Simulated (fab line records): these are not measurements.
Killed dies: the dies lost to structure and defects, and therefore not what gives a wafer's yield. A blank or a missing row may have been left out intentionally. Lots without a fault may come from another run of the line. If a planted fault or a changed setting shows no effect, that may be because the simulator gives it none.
Struck lot and sound lot, side by side / flow gf180mcu / 17 steps out of a route of 602
Sound: the wafers L761.1, L761.5, L761.6. Wafers struck: L769.1, L769.3, L769.6. The cause is named last.
Each step with rows lists, per side, the tool, then ch with its chambers, then its first start. Under that, the readings that differ: sound wafers / struck wafers / difference of the means / sigmas: that difference in standard deviations of wafers without a fault.
alike: readings with means less than 2 such deviations apart, plus words and numbers identical on both sides. not compared: withheld readings, readings lacking a value on some wafer, bounds such as >300 that could conceal the same value, and numbers that have no deviation in the record and whose values overlap.
Wherever a step has rows on one side only, a row that says differs or no value, or a row with sigmas, the two part there. Numbers that have no deviation but don't overlap get no sigmas and don't part them. A reading missing from all wafers of one side parts the sides only when that side holds two or more wafers.

first, 2 steps without rows for these wafers: GF_HV_LDD_PEB_44; GF_HV_LDD_DEVELOP_45 (develop time 60 s).
GF_HV_LDD_CD_MEAS_46: the cd target is 400 nm.
  struck on cd-sem-01, day 15 15:06; sound on cd-sem-01, day 12 21:57
  alike: cd-nm
GF_HV_LDD_OVL_MEAS_47:
  struck on overlay-01, day 15 15:13; sound on overlay-02, day 12 22:04
  alike: HV_LDD_03_OVL
after that, 1 step had no rows for these wafers: GF_HV_LDD_IMPLANT_48.
GF_HV_LDD_STRIP_49: strips in O2/N2.
  sound on plasma-asher-04 ch 0,1, day 12 22:16; struck on plasma-asher-01 ch 0,1, day 15 15:25
reading=o2-flow-sccm (sccm); sound=3003 2987 2999; struck=3015 3010 3024; difference=+20; sigmas=+2
  alike: drypump-motor-current-A, heater-power-w, oes-product-au, strip-time-to-endpoint-s
  not compared: rf-hours-counter-h
GF_HV_LDD_TW_MEAS_50:
  struck on film-metro-04, day 15 15:31; sound on film-metro-03, day 12 22:22
reading=HV_LDD_4_TW; sound=580 578 576; struck=567 563 567; difference=-12; sigmas=-2
then, 1 step without rows for these wafers: GF_HV_LDD_CLEAN_51 (cleans in SC1/SC2, time 150 s).
GF_HV_LDD_RTA_52: time 10 s.
  sound on rtp-anneal-01 ch 0, day 12 22:28; struck on rtp-anneal-02 ch 0, day 15 15:37
  alike: lamp-power-pct, wafer_temp_C_max
GF_HV_LDD_RS_MEAS_53: the measuring method here is four-point-probe.
  struck on film-metro-04, day 15 15:41; sound on film-metro-03, day 12 22:32
  alike: HV_LDD_RS
then, 1 step without rows for these wafers: GF_HV_LDD_CVD_54 (deposits SiO2 from TEOS, target thk 10 nm, time 75 s).
GF_HV_LDD_THK_MEAS_55:
  struck on film-metro-02, day 15 16:49; sound on film-metro-02, day 13 00:24
  alike: HV_LDD_CVD_54_THK
GF_HV_LDD_CVD_56: deposits Si3N4 from DCS/NH3, target thk 90 nm, time 1543 s.
  sound on lpcvd-02 ch 0, day 13 00:28; struck on lpcvd-01 ch 1, day 15 17:34
reading=zone-power-centre-pct (%); sound=15.4 15.4 15.4; struck=11.1 11.0 10.9; difference=-4.4; sigmas=-3
reading=model.Si3N4_of_HV_LDD_CVD_56.thk-nm (nm); sound=90.09 89.93 90.26; struck=95.73 95.9 96.05; difference=+5.80; sigmas=
GF_HV_LDD_THK_MEAS_57:
  struck on film-metro-02, day 15 19:02; sound on film-metro-03, day 13 01:53
reading=HV_LDD_CVD_56_THK (nm); sound=90.1 89.8 90.2; struck=95.8 95.9 96.0; difference=+5.9; sigmas=+8
GF_HV_LDD_ETCHBACK_58: etches Si3N4 in CH3F/O2, stops on SiO2, time 100 s, target depth 90 nm.
  sound on rie-diel-01 ch 0,1,3, day 13 01:57; struck on rie-diel-01 ch 0,1,2, day 15 19:05
reading=oes-product-au (a.u.); sound=0.841 0.843 0.846; struck=0.871 0.874 0.876; difference=+0.030; sigmas=+6
reading=model.etch.depth-nm (nm); sound=90.09 89.93 90.26; struck=95.73 95.9 96.05; difference=+5.80; sigmas=
  alike: drypump-motor-current-A, throttle-valve-pct
  not compared: rf-hours-counter-h
then, 2 steps without rows for these wafers: GF_NSD_DEHYDRATE_00 (time 60 s); GF_PASSIVATION_PROBE_99.

## WHERE THEY PART
At GF_HV_LDD_STRIP_49 first; at GF_HV_LDD_ETCHBACK_58 last (within this record only).

WHY: the cause the simulator had injected
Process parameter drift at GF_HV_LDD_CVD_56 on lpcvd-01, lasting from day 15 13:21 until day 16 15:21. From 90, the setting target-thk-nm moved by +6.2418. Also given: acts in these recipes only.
